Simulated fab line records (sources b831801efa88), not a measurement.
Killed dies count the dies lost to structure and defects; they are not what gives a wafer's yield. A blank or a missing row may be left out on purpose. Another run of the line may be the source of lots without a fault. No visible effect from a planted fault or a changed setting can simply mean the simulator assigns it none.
Chamber matching    flow sky130    cmp-01 running SKY_VIA1_CMP_24: 4 sister chambers
The step polishes, stops on SiO2, t overpolish 15 s, target thk 0 nm. 15 wafers are shown with their chamber, then 7 later ones without.

EACH WAFER AND ITS CHAMBER
wafer   chamber  motor-current-A (A)  edge-zone-pressure-frac  overpolish-run-s (s)
L650.1  2        11.0                 1.008                    14.993
L650.4  0        11.3                 1.000                    15.012
L650.5  2        10.9                 1.002                    15.008
L651.2  0        11.5                 0.999                    15.007
L651.5  2        10.9                 1.005                    14.999
L651.6  1        11.6                 1.002                    15.003
L652.3  1        11.9                 1.002                    14.999
L652.4  2        11.0                 0.998                    14.990
L652.6  0        11.5                 0.999                    14.997
L653.1  0        11.1                 1.002                    14.994
L653.5  3        11.3                 1.000                    14.998
L653.6  0        10.9                 1.004                    15.007
L654.1  2        11.1                 1.005                    15.003
L654.4  1        11.8                 1.003                    14.991
L654.6  3        11.2                 0.998                    14.992

SIGNATURES (means of the wafers above)
reading                  chamber 0  chamber 1  chamber 2  chamber 3  scatter within a chamber
motor-current-A          11.260     11.767     10.980     11.250     0.179
edge-zone-pressure-frac  1.00080    1.00233    1.00360    0.99900    0.00267
overpolish-run-s         15.00340   14.99767   14.99860   14.99500   0.00697
Rule: a wafer lies at a distance from a chamber equal to the root of the sum of squares, over the readings, of (its reading less the chamber's mean, divided by the reading's scatter). If the next closest chamber is less than 2 further off than the closest, the wafer can't be placed; otherwise it belongs to the closest. The scatter: take each reading less its chamber's mean, square it, sum over the shown wafers, divide by the number of wafers less the number of chambers, and take the root.

WAFERS MISSING THEIR CHAMBER
wafer   motor-current-A (A)  edge-zone-pressure-frac  overpolish-run-s (s)
L657.3  10.8                 1.008                    15.022
L657.5  11.5                 1.002                    14.987
L657.6  11.6                 1.002                    14.996
L663.4  11.3                 1.002                    15.006
L663.5  11.2                 0.990                    15.010
L663.6  11.3                 0.998                    15.010
L666.4  11.5                 1.002                    14.988

THE CHAMBER EACH PASSED THROUGH
wafer   from the rows above                in truth
L657.3  can't be placed: 2 or 0 or 3       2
L657.5  can't be placed: 3 or 1 or 0 or 2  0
L657.6  can't be placed: 1 or 0 or 3       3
L663.4  can't be placed: 0 or 3 or 2       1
L663.5  can't be placed: 3 or 0 or 2 or 1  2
L663.6  can't be placed: 0 or 3 or 2       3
L666.4  can't be placed: 1 or 3 or 0 or 2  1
Placed correctly: 0 of 7. Can't be placed from these rows: 7 (the true chamber is among the candidates in 6). Wrongly placed: 0.
